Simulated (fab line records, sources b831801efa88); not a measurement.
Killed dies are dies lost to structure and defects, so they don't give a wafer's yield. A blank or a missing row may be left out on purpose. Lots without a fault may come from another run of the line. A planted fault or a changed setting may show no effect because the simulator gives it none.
Tool commonality check | flow sky130 | 10 lots, 36 wafers sampled

WHY IT WAS OPENED
At SKY_SPACER_THK_MEAS_01 the reading SPACER_CVD_00_THK is flagged on 2 of 10 lots. Wafers without a fault read 43.2 nm, standard deviation 0.39.
Rule: a lot is flagged when every wafer of it that has a number lies more than 4 standard deviations from that mean, or none has a number. The other lots count as sound.

lot  | measured     | on            | SPACER_CVD_00_THK (nm), wafer by wafer | flag
L671 | day 23 04:15 | film_metro-02 | 43.5 43.3 43.1                         |
L672 | day 23 15:32 | film_metro-04 | 42.4 42.7 42.5                         |
L673 | day 23 17:33 | film_metro-03 | 42.9 42.3 43.0                         |
L674 | day 24 06:34 | film_metro-03 | 42.7 42.5 42.7                         |
L677 | day 25 06:08 | film_metro-02 | 43.1 43.3 43.4                         |
L678 | day 26 01:31 | film_metro-03 | 42.7 43.1 43.0                         |
L679 | day 26 16:54 | film_metro-04 | 42.8 43.0 42.9                         |
L680 | day 26 16:55 | film_metro-03 | 43.6 43.6 43.3                         |
L687 | day 29 08:26 | film_metro-02 | 52.4 52.4 52.2 52.4 52.4 52.1          | FLAGGED
L688 | day 29 15:51 | film_metro-04 | 52.7 53.1 52.8 52.7 53.1 52.8          | FLAGGED
The numbers of the flagged lots are 52.6 nm on average: +9.4 nm against the usual, or +24 standard deviations.

WHICH TOOL RAN EACH LOT
The record holds 1 process step before the reading, out of a route of 708 steps. In each cell: the tool, then ch and the chambers that the sampled wafers went through, then the start.
lot  | flag    | SKY_SPACER_CVD_00
L671 |         | lpcvd-02 ch 1, day 23 03:03
L672 |         | lpcvd-02 ch 0, day 23 14:17
L673 |         | lpcvd-02 ch 0, day 23 16:20
L674 |         | lpcvd-02 ch 0, day 24 05:21
L677 |         | lpcvd-02 ch 0, day 25 04:56
L678 |         | lpcvd-02 ch 1, day 25 23:42
L679 |         | lpcvd-02 ch 1, day 26 15:42
L680 |         | lpcvd-02 ch 1, day 26 15:42
L687 | FLAGGED | lpcvd-02 ch 0, day 29 07:13
L688 | FLAGGED | lpcvd-02 ch 1, day 29 14:38
What these steps do:
- SKY_SPACER_CVD_00: deposits Si3N4 from DCS/NH3, target thk 43.1 nm, time 740 s.
- SKY_SPACER_THK_MEAS_01

FLAGGED OVER TOTAL, TOOL BY TOOL (the gauges that took the reading come last)
step                   | tool          | lots run | flagged | share of the flagged lots | sound lots run after its first flagged lot
SKY_SPACER_CVD_00      | lpcvd-02      | 10       | 2       | all                       | 0
SKY_SPACER_THK_MEAS_01 | film_metro-02 | 3        | 1       | some                      | 0
SKY_SPACER_THK_MEAS_01 | film_metro-03 | 4        | 0       | none                      | -
SKY_SPACER_THK_MEAS_01 | film_metro-04 | 3        | 1       | some                      | 0

WHAT THE TABLE ALLOWS
1 row of the table ran every flagged lot: lpcvd-02 at SKY_SPACER_CVD_00.
- lpcvd-02 at SKY_SPACER_CVD_00: 2 of its 10 lots flagged. Its last sound lot is L679 (day 26 15:42), its first flagged lot L687 (day 29 07:13): a fault that began between those two fits. Its own readings lie more than 4 standard deviations out on every wafer of the flagged lots: spike_tc_bottom_C, spike_tc_centre_C, spike_tc_lower_C, spike_tc_top_C, spike_tc_upper_C, susceptor_temp_C.
One tool is left: lpcvd-02 at SKY_SPACER_CVD_00.

WHAT THE SIMULATOR HAD PUT IN
Process parameter drift: lpcvd-02, from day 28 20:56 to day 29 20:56, at SKY_SPACER_CVD_00. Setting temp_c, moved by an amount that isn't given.
Lots struck among those shown: L687, L688. The rule above found the same.
